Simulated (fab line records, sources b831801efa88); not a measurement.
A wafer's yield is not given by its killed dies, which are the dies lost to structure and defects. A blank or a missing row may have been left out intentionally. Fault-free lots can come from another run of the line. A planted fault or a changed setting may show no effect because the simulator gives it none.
fab line records	flow sky130
[record] lots = 5	wafers = 15	last_day = 51
route steps=708 shown LDD_HVP@281 LDD_LDN@289 SPACER@304 POLY_CUT@307 SD_P@320 RES_XHIGH@341 PAD_OPEN@708
lots with no fault: from the same line, run without faults
start_h: the number of hours between the record's first day and the start of the first shown wafer of the lot	wait_h: hours elapsed since this lot's preceding step	" unchanged from the row above	L1.1+2: a single row standing in for several wafers	- no value present, or no start provided	* or withheld: withheld	< > ~ a bound
route shown NAME@n: a module of which the file shows steps, and the number in the route of the first	usual: mean/standard deviation of fault-free wafers	same: alike in all rows	chamber/n: place in a boat	sites: per-site readings	_std_site: the values' standard deviation	_edge_site: the outer-site mean with the inner-site mean subtracted	radius_mm: for every site, how far away it sits from the centre of the wafer	mask NAME#n: copy n	behind: the last tool/chamber to shape the wafer	hold: cause of the lot's hold/its duration in hours/its outcome	device: whichever transistor did not switch (one of n, p or np)	end of line: tests of these same wafers at the route's end	where a step has no rows: the recipe by itself	killed: dies that structure and defects cost at the first sort, which is not the same as the wafer's yield	map: dies across one wafer; x = killed, . = not, _ = none there
set.NAME: the setting the step ran with; set.NAME@STEP: the setting that earlier step ran with	model.NAME: the simulator's own value behind a step, which no gauge read
a table for each step, a row for each wafer; lots at some steps of the route
services: a tool's chamber out of use, with start hour (start_h, from the record's first day; less than 0 if before it), hours out, and reason
[[steps]]
[step SKY_LDD_HVP_SOFTBAKE_03]
[recipe] temp_c = 90	time_s = 60	resist = NOVOLAK
[step SKY_LDD_HVP_EXPOSE_04]
[recipe] mask_id = HVPTM	na = 0.6	source_shape = conventional	sigma_outer = 0.6	polarization = unpolarized	target_cd_nm = 700	dose_mj = 86
[step SKY_LDD_HVP_PEB_05]
[recipe] temp_c = withheld	time_s = *	resist = NOVOLAK
[step SKY_LDD_HVP_DEVELOP_06]
[recipe] resist = NOVOLAK	developer = TMAH	develop_time_s = 60	dev_temp_c = 23
[step SKY_LDD_HVP_OVL_MEAS_07]
[usual] LDD_HVP_OVL = -0.6/1.3
lot.wafer	tool	chamber	start_h	wait_h	LDD_HVP_OVL[nm]
L131.1	overlay-01	-	527.53	0.1	0.7
L131.4	"	-	"	"	0.9
L131.6	"	-	"	"	1.2
L133.1	overlay-02	-	536.58	0.1	-1.2
L133.3	"	-	"	"	-2.3
L133.4	"	-	"	"	-1.5
L143.1	overlay-02	-	613.44	0.1	-0.7
L143.2	"	-	"	"	-0.2
L143.5	"	-	"	"	0.2
L150.1	overlay-01	-	666.02	0.1	-0.7
L150.2	"	-	"	"	-0.6
L150.6	"	-	"	"	-0.9
L152.2	overlay-01	-	715.89	0.1	0.3
L152.4	"	-	"	"	0.2
L152.5	"	-	"	"	-1.5
[step SKY_LDD_HVP_IMPLANT_08]
[recipe] species = B	energy_kev = 20	dose_cm2 = 1.7e+13	tilt_deg = 17.9
[step SKY_LDD_HVP_STRIP_09]
[recipe] chemistry = O2/N2	power_w = 1400	pressure_mtorr = 1500	platen_temp_c = withheld	o2_flow_sccm = 3000	n2_flow_sccm = 300	overash_fraction = 0.5
[usual] drypump_motor_current_A = 6.0/0.41	oes_product_au = 0.408/0.0043	strip_time_to_endpoint_s = 4.128/0.015
lot.wafer	tool	chamber	start_h	wait_h	drypump_motor_current_A	oes_product_au	rf_hours_counter_h	strip_time_to_endpoint_s
L131.1	plasma_asher-01	0	527.72	0.1	5.8	0.411	8	4.101
L131.4	"	1	"	"	6.0	0.408	-	4.112
L131.6	"	0	"	"	5.8	0.398	-	4.105
L133.1	plasma_asher-01	0	536.77	0.1	5.8	0.406	9	4.120
L133.3	"	1	"	"	6.0	0.403	-	4.115
L133.4	"	0	"	"	5.8	0.410	-	4.099
L143.1	plasma_asher-01	1	613.62	0.1	6.0	0.407	17	4.124
L143.2	"	0	"	"	5.8	0.405	17	4.130
L143.5	"	1	"	"	6.0	0.408	-	4.148
L150.1	plasma_asher-02	0	666.20	0.1	6.3	0.413	55	4.144
L150.2	"	1	"	"	5.8	0.405	55	4.150
L150.6	"	1	"	"	5.8	0.404	-	4.129
L152.2	plasma_asher-03	0	716.07	0.1	6.6	0.404	98	4.126
L152.4	"	0	"	"	6.6	0.416	-	4.153
L152.5	"	1	"	"	5.5	0.408	-	4.138
[step SKY_LDD_HVP_TW_MEAS_10]
[usual] LDD_HVP_TW = 455/5.3
lot.wafer	tool	chamber	start_h	wait_h	LDD_HVP_TW
L131.1	film_metro-01	-	527.82	0.1	451
L131.4	"	-	"	"	447
L131.6	"	-	"	"	450
L133.1	film_metro-04	-	536.87	0.1	450
L133.3	"	-	"	"	451
L133.4	"	-	"	"	451
L143.1	film_metro-01	-	613.72	0.1	452
L143.2	"	-	"	"	450
L143.5	"	-	"	"	450
L150.1	film_metro-01	-	666.30	0.1	449
L150.2	"	-	"	"	452
L150.6	"	-	"	"	450
L152.2	film_metro-04	-	716.18	0.1	451
L152.4	"	-	"	"	451
L152.5	"	-	"	"	452
[step SKY_LDD_LDN_DEHYDRATE_00]
[recipe] temp_c = 200	time_s = 60
[step SKY_LDD_LDN_HMDS_01]
[recipe] prime_time_s = 60	prime_temp_c = 120
[step SKY_LDD_LDN_COAT_02]
[recipe] resist = NOVOLAK	spin_rpm = 3000	resist_thk_nm = 1140
[step SKY_LDD_LDN_SOFTBAKE_03]
[recipe] temp_c = 90	time_s = 60	resist = NOVOLAK
[step SKY_LDD_LDN_EXPOSE_04]
[recipe] mask_id = LDNTM	na = 0.6	source_shape = conventional	sigma_outer = 0.6	polarization = unpolarized	target_cd_nm = 700	dose_mj = 140
[usual] exposure_dose_mJ_cm2 = 140.01/0.16
[same] sigma_outer = 0.6
lot.wafer	tool	chamber	start_h	wait_h	mask	exposure_dose_mJ_cm2
L131.1	iline_stepper-01	0	542.73	-	LDNTM#0	139.99
L131.4	"	0	"	"	LDNTM#0	140.18
L131.6	"	0	"	"	LDNTM#0	140.13
L133.1	iline_stepper-01	0	551.03	-	LDNTM#0	140.26
L133.3	"	0	"	"	LDNTM#0	140.15
L133.4	"	0	"	"	LDNTM#0	140.18
L143.1	iline_stepper-01	0	628.54	-	URPM#0	139.83
L143.2	"	0	"	"	URPM#0	139.75
L143.5	"	0	"	"	URPM#0	139.83
L150.1	iline_stepper-01	0	680.41	-	LDNTM#0	140.14
L150.2	"	0	"	"	LDNTM#0	140.14
L150.6	"	0	"	"	LDNTM#0	139.95
L152.2	iline_stepper-02	0	729.00	-	LDNTM#0	140.06
L152.4	"	0	"	"	LDNTM#0	140.06
L152.5	"	0	"	"	LDNTM#0	140.05
[step SKY_LDD_LDN_PEB_05]
[recipe] temp_c = withheld	time_s = *	resist = NOVOLAK
[step SKY_LDD_LDN_DEVELOP_06]
[recipe] resist = NOVOLAK	developer = TMAH	develop_time_s = 60	dev_temp_c = 23
[step SKY_LDD_LDN_OVL_MEAS_07]
[usual] LDD_LDN_OVL = -0.3/1.4
lot.wafer	tool	chamber	start_h	wait_h	LDD_LDN_OVL[nm]
L131.1	overlay-01	-	558.18	0.1	-2.8
L131.4	"	-	"	"	0.0
L131.6	"	-	"	"	0.6
L133.1	overlay-01	-	566.27	0.1	0.3
L133.3	"	-	"	"	1.5
L133.4	"	-	"	"	0.5
L143.1	overlay-02	-	642.69	0.1	-
L143.2	"	-	"	"	-
L143.5	"	-	"	"	-
L150.1	overlay-01	-	694.38	0.1	0.4
L150.2	"	-	"	"	0.8
L150.6	"	-	"	"	-0.2
L152.2	overlay-01	-	743.62	0.1	-1.5
L152.4	"	-	"	"	-2.4
L152.5	"	-	"	"	-1.4
[step SKY_LDD_LDN_IMPLANT_08]
[recipe] species = As	energy_kev = 15	dose_cm2 = 1.25e+13	tilt_deg = withheld	rotation_deg = 23
[step SKY_LDD_LDN_IMPLANT_09]
[recipe] species = As	energy_kev = 15	dose_cm2 = 1.25e+13	tilt_deg = withheld	rotation_deg = 113
[step SKY_LDD_LDN_IMPLANT_10]
[recipe] species = As	energy_kev = 14.87	dose_cm2 = 1.25e+13	tilt_deg = withheld	rotation_deg = 203
[step SKY_LDD_LDN_IMPLANT_11]
[recipe] species = As	energy_kev = 15	dose_cm2 = 1.25e+13	tilt_deg = withheld	rotation_deg = 293
[step SKY_LDD_LDN_STRIP_12]
[recipe] chemistry = O2/N2	power_w = 1400	pressure_mtorr = 1500	platen_temp_c = withheld	o2_flow_sccm = 3000	n2_flow_sccm = 300	overash_fraction = 0.5
[usual] drypump_motor_current_A = 6.00/0.24	oes_product_au = 0.716/0.0043	strip_time_to_endpoint_s = 14.17/0.034
lot.wafer	tool	chamber	start_h	wait_h	drypump_motor_current_A	oes_product_au	rf_hours_counter_h	strip_time_to_endpoint_s
L131.1	plasma_asher-04	1	558.82	0.1	5.79	0.715	74	14.14
L131.4	"	0	"	"	6.40	0.718	-	14.14
L131.6	"	1	"	"	5.77	0.714	-	14.14
L133.1	plasma_asher-01	1	566.90	0.1	6.01	0.714	12	14.17
L133.3	"	1	"	"	6.00	0.724	-	14.18
L133.4	"	0	"	"	5.80	0.714	-	14.17
L143.1	plasma_asher-04	0	643.32	0.1	6.40	0.715	82	14.16
L143.2	"	1	"	"	5.81	0.710	82	14.21
L143.5	"	1	"	"	5.75	0.709	-	14.21
L150.1	plasma_asher-02	1	695.02	0.1	5.81	0.712	58	14.18
L150.2	"	0	"	"	6.32	0.719	58	14.15
L150.6	"	0	"	"	6.32	0.716	-	14.15
L152.2	plasma_asher-04	0	744.25	0.1	6.35	0.715	93	14.28
L152.4	"	1	"	"	5.81	0.724	-	14.19
L152.5	"	0	"	"	6.34	0.711	-	14.19
[step SKY_LDD_LDN_TW_MEAS_13]
[usual] LDD_LDN_TW = 1460/5.6
lot.wafer	tool	chamber	start_h	wait_h	LDD_LDN_TW
L131.1	film_metro-01	-	558.92	0.1	1466
L131.4	"	-	"	"	1455
L131.6	"	-	"	"	1456
L133.1	film_metro-01	-	567.00	0.1	1458
L133.3	"	-	"	"	1454
L133.4	"	-	"	"	1460
L143.1	film_metro-01	-	643.42	0.1	30
L143.2	"	-	"	"	30
L143.5	"	-	"	"	30
L150.1	film_metro-01	-	695.12	0.1	1457
L150.2	"	-	"	"	1463
L150.6	"	-	"	"	1460
L152.2	film_metro-04	-	744.36	0.1	1455
L152.4	"	-	"	"	1459
L152.5	"	-	"	"	1453
[step SKY_LDD_LDN_CLEAN_14]
[recipe] chemistry = SC1/SC2	mix = 1:4:20	temp_c = 70	time_s = 150	dry = n2_spin
[step SKY_SPACER_CVD_00]
[recipe] material = Si3N4	precursor = DCS/NH3	target_thk_nm = 43.1	temp_c = 770	time_s = 740	pressure_mtorr = 250
[step SKY_SPACER_THK_MEAS_01]
[recipe] reads = Si3N4_of_SPACER_CVD_00
[usual] SPACER_CVD_00_THK = 43.2/0.39
lot.wafer	tool	chamber	start_h	wait_h	SPACER_CVD_00_THK[nm]
L131.1	film_metro-03	-	561.28	0.0	43.2
L131.4	"	-	"	"	43.6
L131.6	"	-	"	"	43.5
L133.1	film_metro-03	-	568.33	0.0	43.6
L133.3	"	-	"	"	43.1
L133.4	"	-	"	"	43.8
L143.1	film_metro-01	-	644.79	0.0	43.8
L143.2	"	-	"	"	43.6
L143.5	"	-	"	"	43.8
L150.1	film_metro-03	-	696.44	0.0	43.5
L150.2	"	-	"	"	43.8
L150.6	"	-	"	"	43.9
L152.2	film_metro-01	-	746.76	0.0	43.5
L152.4	"	-	"	"	43.3
L152.5	"	-	"	"	43.3
[step SKY_SPACER_ETCHBACK_02]
[recipe] chemistry = CH3F/O2	target = Si3N4	stop_on = SiO2	source_w = 400	bias_w = 80	pressure_mtorr = 25	ch3f_flow_sccm = 40	O2_flow_sccm = 30	time_s = 46.7	target_depth_a = 450
[usual] O2_flow_sccm = 29.99/0.099	bias_w = 79.98/0.22	drypump_motor_current_A = 5.9/0.45	oes_product_au = 0.856/0.0063	throttle_valve_pct = 10.564/0.009
lot.wafer	tool	chamber	start_h	wait_h	O2_flow_sccm	bias_w	drypump_motor_current_A	oes_product_au	rf_hours_counter_h	throttle_valve_pct
L131.1	rie_diel-04	2	561.34	0.1	30.03	80.19	6.5	0.854	1	10.548
L131.4	"	2	"	"	29.94	80.50	6.4	0.870	-	10.549
L131.6	"	0	"	"	29.99	80.17	5.7	0.855	-	10.570
L133.1	rie_diel-03	2	568.39	0.1	29.94	79.93	6.4	0.856	14	10.565
L133.3	"	3	"	"	30.07	80.12	6.4	0.853	48	10.553
L133.4	"	0	"	"	30.03	79.99	5.5	0.869	7	10.569
L143.1	rie_diel-03	0	644.85	0.1	30.05	80.32	5.6	0.852	9	10.549
L143.2	"	2	"	"	29.77	79.89	6.4	0.856	16	10.567
L143.5	"	2	"	"	29.83	80.08	6.4	0.858	-	10.569
L150.1	rie_diel-04	1	696.50	0.1	30.01	80.42	5.8	0.851	2	10.571
L150.2	"	3	"	"	29.98	79.78	5.9	0.866	3	10.545
L150.6	"	3	"	"	29.98	79.92	6.0	0.856	-	10.573
L152.2	rie_diel-01	2	746.81	0.0	29.93	80.20	5.4	0.861	15	10.563
L152.4	"	1	"	"	29.87	79.75	6.1	0.851	10	10.573
L152.5	"	3	"	"	29.99	80.51	4.9	0.857	-	10.561
[step SKY_POLY_CUT_DEHYDRATE_00]
[recipe] temp_c = 200	time_s = 60
[step SKY_POLY_CUT_HMDS_01]
[recipe] prime_time_s = 60	prime_temp_c = 120
[step SKY_POLY_CUT_COAT_02]
[recipe] resist = BARC	temp_c = withheld	time_s = withheld	spin_rpm = 3000	resist_thk_nm = 60
[step SKY_POLY_CUT_COAT_03]
[recipe] resist = KrF-thick	spin_rpm = 3000	resist_thk_nm = 450
[step SKY_POLY_CUT_SOFTBAKE_04]
[recipe] temp_c = 100	time_s = 90	resist = KrF-thick
[step SKY_POLY_CUT_EXPOSE_05]
[recipe] mask_id = NPCM	na = 0.8	source_shape = annular	sigma_inner = 0.55	sigma_outer = 0.85	target_cd_nm = 270	dose_mj = 32
[step SKY_POLY_CUT_PEB_06]
[recipe] peb_temp_c = withheld	peb_time_s = withheld	resist = KrF-thick
[step SKY_POLY_CUT_DEVELOP_07]
[recipe] develop_time_s = 60	resist = KrF-thick	dev_temp_c = 21
[step SKY_POLY_CUT_CD_MEAS_08]
[recipe] target_cd_nm = 270
[usual] cd_nm = 269.8/1.7
lot.wafer	tool	chamber	start_h	wait_h	cd_nm
L131.1	cd_sem-02	-	591.59	-	269.2
L131.4	"	-	"	"	268.0
L131.6	"	-	"	"	268.0
L133.1	cd_sem-02	-	597.99	-	268.9
L133.3	"	-	"	"	270.4
L133.4	"	-	"	"	270.0
L143.1	cd_sem-02	-	673.01	-	268.5
L143.2	"	-	"	"	266.2
L143.5	"	-	"	"	267.4
L150.1	cd_sem-01	-	724.98	-	269.1
L150.2	"	-	"	"	268.5
L150.6	"	-	"	"	269.8
L152.2	cd_sem-01	-	774.75	-	272.0
L152.4	"	-	"	"	272.4
L152.5	"	-	"	"	271.8
[step SKY_POLY_CUT_OVL_MEAS_09]
[usual] POLY_CUT_OVL = -2/6.8
lot.wafer	tool	chamber	start_h	wait_h	POLY_CUT_OVL[nm]
L131.1	overlay-01	-	591.71	0.1	-8
L131.4	"	-	"	"	-7
L131.6	"	-	"	"	-10
L133.1	overlay-01	-	598.11	0.1	-8
L133.3	"	-	"	"	-7
L133.4	"	-	"	"	-12
L143.1	overlay-02	-	673.13	0.1	-6
L143.2	"	-	"	"	-3
L143.5	"	-	"	"	5
L150.1	overlay-01	-	725.10	0.1	0
L150.2	"	-	"	"	-4
L150.6	"	-	"	"	-7
L152.2	overlay-01	-	774.86	0.1	-8
L152.4	"	-	"	"	-3
L152.5	"	-	"	"	-5
[step SKY_POLY_CUT_ETCH_10]
[recipe] chemistry = N2/H2	target = BARC	ion_energy_ev = 200	source_w = 500	bias_w = 100	pressure_mtorr = 30	n2_flow_sccm = 100	h2_flow_sccm = 200	stop_on = SiO2	time_s = 45.9	target_depth_a = 600
[usual] bias_w = 100.05/0.29	drypump_motor_current_A = 5.7/0.42	oes_product_au = 0.855/0.0046	throttle_valve_pct = 13.224/0.009
lot.wafer	tool	chamber	start_h	wait_h	bias_w	drypump_motor_current_A	oes_product_au	rf_hours_counter_h	throttle_valve_pct
L131.1	rie_diel-02	3	591.74	0.0	99.51	5.4	0.856	13	13.237
L131.4	"	1	"	"	99.99	5.7	0.850	19	13.222
L131.6	"	1	"	"	99.97	5.7	0.855	-	13.226
L133.1	rie_diel-02	1	598.14	0.0	99.76	5.7	0.860	19	13.209
L133.3	"	3	"	"	100.59	5.4	0.845	13	13.233
L133.4	"	2	"	"	99.76	5.8	0.854	68	13.218
L143.1	rie_diel-01	1	673.16	0.0	100.15	6.1	0.854	9	13.219
L143.2	"	0	"	"	100.44	5.8	0.854	1	13.211
L143.5	"	3	"	"	99.85	4.9	0.853	-	13.219
L150.1	rie_diel-02	0	725.14	0.0	99.98	5.9	0.853	29	13.213
L150.2	"	2	"	"	99.63	5.8	0.853	2	13.217
L150.6	"	2	"	"	99.54	5.8	0.855	-	13.225
L152.2	rie_diel-01	0	774.89	0.0	99.97	5.8	0.862	3	13.217
L152.4	"	3	"	"	99.90	5.0	0.853	6	13.228
L152.5	"	3	"	"	100.12	5.0	0.857	-	13.223
[step SKY_POLY_CUT_ETCH_11]
[recipe] target = Si3N4	chemistry = CF4/CH2F2/Ar	stop_on = poly-Si	source_w = 600	bias_w = 150	pressure_mtorr = 40	cf4_flow_sccm = 40	ch2f2_flow_sccm = 20	Ar_flow_sccm = 150	time_s = 42.5	target_depth_a = 600
[usual] bias_w = 150.0/0.44	cf4_flow_sccm = 40.02/0.12	drypump_motor_current_A = 5.7/0.42	oes_product_au = 0.832/0.006	throttle_valve_pct = 14.995/0.0092
lot.wafer	tool	chamber	start_h	wait_h	bias_w	cf4_flow_sccm	drypump_motor_current_A	oes_product_au	rf_hours_counter_h	throttle_valve_pct
L131.1	rie_diel-02	3	591.79	0.0	150.1	39.95	5.5	0.827	13	14.981
L131.4	"	1	"	"	150.1	39.76	5.7	0.830	19	14.994
L131.6	"	1	"	"	149.8	40.03	5.7	0.837	-	14.999
L133.1	rie_diel-02	1	598.19	0.0	149.4	40.13	5.7	0.835	19	15.006
L133.3	"	3	"	"	150.4	39.95	5.4	0.831	13	14.996
L133.4	"	2	"	"	150.1	39.93	5.8	0.829	68	15.001
L143.1	rie_diel-01	1	673.21	0.0	150.3	40.04	6.1	0.830	9	15.004
L143.2	"	0	"	"	149.7	40.13	5.8	0.832	1	14.994
L143.5	"	3	"	"	149.9	39.77	5.0	0.826	-	15.001
L150.1	rie_diel-02	0	725.18	0.0	149.8	39.83	5.9	0.833	29	15.014
L150.2	"	2	"	"	150.5	40.01	5.8	0.833	2	14.996
L150.6	"	2	"	"	150.8	40.15	5.8	0.835	-	14.991
L152.2	rie_diel-01	0	774.93	0.0	150.2	39.99	5.8	0.826	3	15.001
L152.4	"	3	"	"	150.4	39.89	4.9	0.826	6	14.993
L152.5	"	3	"	"	150.6	40.09	4.9	0.823	-	15.002
[step SKY_POLY_CUT_STRIP_12]
[recipe] chemistry = O2/N2	power_w = 1400	pressure_mtorr = 1500	platen_temp_c = withheld	o2_flow_sccm = 3000	n2_flow_sccm = 300	overash_fraction = 0.5
[step SKY_SD_P_DEHYDRATE_00]
[recipe] temp_c = 200	time_s = 60
[step SKY_SD_P_HMDS_01]
[recipe] prime_time_s = 60	prime_temp_c = 120
[step SKY_SD_P_COAT_02]
[recipe] resist = NOVOLAK	spin_rpm = 3000	resist_thk_nm = 1140
[step SKY_RES_XHIGH_TW_MEAS_09]
[usual] RES_XHIGH_TW = 1633/20
lot.wafer	tool	chamber	start_h	wait_h	RES_XHIGH_TW
L131.1	film_metro-03	-	649.84	0.1	1606
L131.4	"	-	"	"	1612
L131.6	"	-	"	"	1615
L133.1	film_metro-04	-	657.37	0.1	1618
L133.3	"	-	"	"	1613
L133.4	"	-	"	"	1620
L143.1	film_metro-04	-	728.42	0.1	1881
L143.2	"	-	"	"	1894
L143.5	"	-	"	"	1890
L150.1	film_metro-02	-	778.87	0.1	1651
L150.2	"	-	"	"	1649
L150.6	"	-	"	"	1644
L152.2	film_metro-04	-	826.98	0.1	1619
L152.4	"	-	"	"	1634
L152.5	"	-	"	"	1618
[step SKY_PAD_OPEN_PROBE_99]
[usual] killed_at_M0_to_M3 = 43/6.8	killed_at_M4_up = 3.1/1.8	killed_at_contacts = 25/5.8	killed_at_front_end = 15/4.2	killed_at_other = 0.3/0.5	killed_dies = 87/9.7	killed_on_rim = 17/4.1	killed_open = 47/7.3	killed_short = 39/6.6
[same] gross_dies = 492	killed_at_back_side = 0
lot.wafer	tool	chamber	start_h	wait_h	killed_at_M0_to_M3	killed_at_M4_up	killed_at_contacts	killed_at_front_end	killed_at_other	killed_dies	killed_on_rim	killed_open	killed_short
L131.1	prober-02	-	1101.05	0.1	37	1	39	28	0	105	13	52	53
L131.4	prober-02	-	1101.20	0.2	40	5	18	12	1	76	15	37	39
L131.6	prober-02	-	1101.30	0.2	44	1	25	21	0	91	13	51	40
L143.1	prober-01	-	1155.68	0.1	52	0	27	413	0	492	96	49	50
L143.2	prober-01	-	1155.73	0.1	51	1	21	418	1	492	96	51	41
L143.5	prober-01	-	1155.88	0.2	59	4	21	408	0	492	96	48	52
L152.2	prober-01	-	1214.54	0.1	47	7	20	17	1	92	19	47	45
L152.4	prober-01	-	1214.64	0.2	47	1	28	15	0	91	21	46	45
L152.5	prober-01	-	1214.69	0.2	43	2	23	13	0	81	22	47	34
// killed by level:class
L131.1 CONTACT:geometric_particle:open=13 LOCAL_INTERCONNECT:geometric_particle:short=8 CONTACT:geometric_particle:short=8 LI_CONTACT:geometric_particle:open=7 FIELD_ISO:geometric_particle:short=6 POLY_GATE:geometric_particle:open=6 METAL1:geometric_particle:short=6 METAL2:geometric_particle:short=5
L131.4 VIA3:geometric_particle:open=12 LI_CONTACT:geometric_particle:open=5 LOCAL_INTERCONNECT:geometric_particle:short=5 VIA3:geometric_particle:short=5 VIA2:geometric_particle:open=5 METAL4:geometric_particle:short=5 POLY_GATE:geometric_particle:open=4 METAL3:geometric_particle:short=4
L131.6 CONTACT:geometric_particle:open=14 VIA1:geometric_particle:open=8 VIA3:geometric_particle:open=8 FIELD_ISO:geometric_particle:open=7 METAL2:geometric_particle:short=6 POLY_GATE:geometric_particle:short=4 METAL1:geometric_particle:short=4 CONTACT:geometric_particle:short=4
L143.1 LDD_LDN:area_expose=393 VIA1:geometric_particle:open=21 CONTACT:geometric_particle:open=7 FIELD_ISO:geometric_particle:short=6 LI_CONTACT:geometric_particle:open=6 LOCAL_INTERCONNECT:geometric_particle:short=6 CONTACT:geometric_particle:short=6 METAL1:geometric_particle:short=6
L143.2 LDD_LDN:area_expose=400 VIA1:geometric_particle:open=16 CONTACT:geometric_particle:open=8 VIA3:geometric_particle:open=7 POLY_GATE:geometric_particle:short=6 METAL1:geometric_particle:short=5 METAL2:geometric_particle:short=5 FIELD_ISO:geometric_particle:open=4
L143.5 LDD_LDN:area_expose=392 METAL2:geometric_particle:short=11 VIA1:geometric_particle:open=9 CONTACT:geometric_particle:open=9 FIELD_ISO:geometric_particle:short=8 VIA2:geometric_particle:open=8 METAL1:geometric_particle:short=7 METAL3:geometric_particle:short=5
L152.2 VIA1:geometric_particle:open=14 CONTACT:geometric_particle:open=8 VIA1:geometric_particle:short=7 VIA3:geometric_particle:open=7 METAL4:geometric_particle:short=6 LI_CONTACT:geometric_particle:open=5 CONTACT:geometric_particle:short=5 VIA3:geometric_particle:short=5
L152.4 CONTACT:geometric_particle:open=8 LOCAL_INTERCONNECT:geometric_particle:short=8 VIA1:geometric_particle:open=8 VIA3:geometric_particle:open=7 VIA2:geometric_particle:open=6 FIELD_ISO:geometric_particle:open=5 CONTACT:geometric_particle:short=5 METAL2:geometric_particle:open=5
L152.5 VIA1:geometric_particle:open=11 CONTACT:geometric_particle:open=8 METAL2:geometric_particle:short=6 FIELD_ISO:geometric_particle:open=5 LI_CONTACT:geometric_particle:open=5 LOCAL_INTERCONNECT:geometric_particle:short=5 VIA2:geometric_particle:open=5 VIA1:geometric_particle:short=4
// map L143.1 (x killed, . not)
__________xxxxxxxxxx_________
________xxxxxxxxxxxxxx_______
______xxxxxxxxxxxxxxxxxx_____
_____xxxxxxxxxxxxxxxxxxxx____
____xxxxxxxxxxxxxxxxxxxxxx___
___xxxxxxxxxxxxxxxxxxxxxxxx__
__xxxxxxxxxxxxxxxxxxxxxxxxxx_
_xxxxxxxxxxxxxxxxxxxxxxxxxxxx
_xxxxxxxxxxxxxxxxxxxxxxxxxxxx
_xxxxxxxxxxxxxxxxxxxxxxxxxxxx
_xxxxxxxxxxxxxxxxxxxxxxxxxxxx
_xxxxxxxxxxxxxxxxxxxxxxxxxxxx
_xxxxxxxxxxxxxxxxxxxxxxxxxxxx
_xxxxxxxxxxxxxxxxxxxxxxxxxxxx
_xxxxxxxxxxxxxxxxxxxxxxxxxxxx
__xxxxxxxxxxxxxxxxxxxxxxxxxx_
___xxxxxxxxxxxxxxxxxxxxxxxx__
____xxxxxxxxxxxxxxxxxxxxxx___
_____xxxxxxxxxxxxxxxxxxxx____
______xxxxxxxxxxxxxxxxxx_____
________xxxxxxxxxxxxxx_______
__________xxxxxxxxxx_________
// map L131.1 (x killed, . not)
__________x.x......x_________
________......x.xx...._______
______......x.x.x......._____
_____...x.xxx..x.x...x...____
____.x...........x..xxx...___
___..xx.................x.x__
__..xx.........x...xx......._
_......x....x..x..x.x.x.xx.x.
_..x....x...x..x.x...x..x....
_...x.....x.......x.......x..
_...x.x...xx..x.x......x.....
_............x.x..x..x.x...x.
_...x...x..x..x..xxx...x.....
_..x.xx....x....x...xxx.....x
_..........x..x....x.........
__...........x..x.x........._
___...x......xxx......x....__
____.x.x..x...............___
_____.x..............x..x____
______x..........x.x...._____
________......xx.x.x.._______
__________.x........_________
[[services]]
tool	chamber	start_h	hours	kind
rie_diel-01	0	504.37	13.6	repair
rie_diel-04	-	506.22	0.4	repair
iline_stepper-01	-	516.40	0.8	repair
rie_diel-02	-	516.46	0.5	repair
rie_diel-04	-	539.64	1.1	repair
rie_diel-02	-	550.23	0.6	repair
iline_stepper-01	-	566.36	1.7	pm
iline_stepper-01	-	568.46	2.0	repair
rie_diel-02	0	579.77	1.2	repair
rie_diel-03	1	584.00	3.7	repair
rie_diel-02	0	602.26	2.3	repair
rie_diel-04	2	621.31	2.7	repair
rie_diel-03	3	626.52	2.3	repair
rie_diel-02	1	629.49	3.1	repair
rie_diel-04	3	658.40	2.5	repair
rie_diel-01	1	676.35	7.5	repair
plasma_asher-02	-	688.67	2.8	pm
rie_diel-02	3	710.44	3.2	repair
rie_diel-01	0	716.09	1.3	repair
iline_stepper-01	-	728.57	6.9	repair
plasma_asher-01	-	732.68	15.6	pm
rie_diel-01	0	756.11	9.3	repair
plasma_asher-01	-	756.93	2.8	pm
rie_diel-01	3	756.96	1.9	repair
[[key]]
[first_sign] step = SKY_LDD_LDN_EXPOSE_04	reading = mask	direction = changed
[effect] step = SKY_LDD_LDN_OVL_MEAS_07	reading = LDD_LDN_OVL	direction = missing
[effect] step = SKY_LDD_LDN_TW_MEAS_13	reading = LDD_LDN_TW	direction = down	sigmas = 99+	usual = 1460	struck = 30
[effect] step = SKY_RES_XHIGH_TW_MEAS_09	reading = RES_XHIGH_TW	direction = up	sigmas = 13	usual = 1633	struck = 1888
[effect] step = SKY_PAD_OPEN_PROBE_99	reading = killed_at_front_end	direction = up	sigmas = 95	usual = 15	struck = 413
[more_kills_born_at] SKY_LDD_LDN_EXPOSE_04@iline_stepper-01 = 1185
met_at SKY_LDD_LDN_EXPOSE_04
struck_wafers L143.1,L143.2,L143.5
tester_left_out L143
onset_between 551.03 628.54
[fault] kind = wrong_mask	tool = any	chamber = -	onset_h = 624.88	steps = SKY_LDD_LDN_EXPOSE_04	aux_copy = URPM#0	scope = struck_lots_only
// tester_left_out: of these lots the tester's yield and bins aren't shown, on N5 and GAA mostly nor the transistor test; their killed dies are dies lost to structure and defects alone, not to doping, threshold or leakage, so they don't give the yield
